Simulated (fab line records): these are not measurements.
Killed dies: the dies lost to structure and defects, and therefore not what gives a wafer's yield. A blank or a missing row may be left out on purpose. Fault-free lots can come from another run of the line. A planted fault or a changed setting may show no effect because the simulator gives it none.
Matching of chambers | flow sky130 | pecvd-02 running SKY_CAPM_CVD_00: 3 sister chambers
The step deposits SiO2, target thk 15.5 nm. 6 wafers are shown with their chamber, then 7 later ones without.

WAFERS, EACH WITH ITS CHAMBER
wafer  | chamber | heater-power-w (W)
L083.4 | 0       | 714
L085.2 | 2       | 720
L085.4 | 2       | 712
L085.6 | 1       | 722
L086.1 | 0       | 667
L086.3 | 1       | 757

WAFERS MISSING THEIR CHAMBER
wafer  | heater-power-w (W)
L086.4 | 693
L090.1 | 581
L090.3 | 773
L090.4 | 767
L092.4 | 841
L092.5 | 807
L092.6 | 587

CHAMBER TAKEN BY EACH
wafer  | from the rows above          | in truth
L086.4 | can't be placed: 0 or 2 or 1 | 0
L090.1 | can't be placed: 0 or 2      | 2
L090.3 | can't be placed: 1 or 2      | 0
L090.4 | can't be placed: 1 or 2      | 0
L092.4 | can't be placed: 1 or 2      | 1
L092.5 | can't be placed: 1 or 2      | 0
L092.6 | can't be placed: 0 or 2      | 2
Correctly placed: 0 of 7. Can't be placed from these rows: 7 (the true chamber is among the candidates in 4). 0 placed wrongly.
How it was worked out, from the rows above alone: a wafer's distance from a chamber is the root of the sum, over the readings, of the square of ((its reading less the chamber's mean) divided by the reading's scatter). If the next closest chamber is less than 2 further off than the closest, the wafer can't be placed; otherwise it belongs to the closest. The mean given for a chamber averages the wafers shown for that chamber. The scatter is the square root of a quotient: the sum, over the shown wafers, of each reading's squared deviation from its chamber's mean, divided by wafers minus chambers.
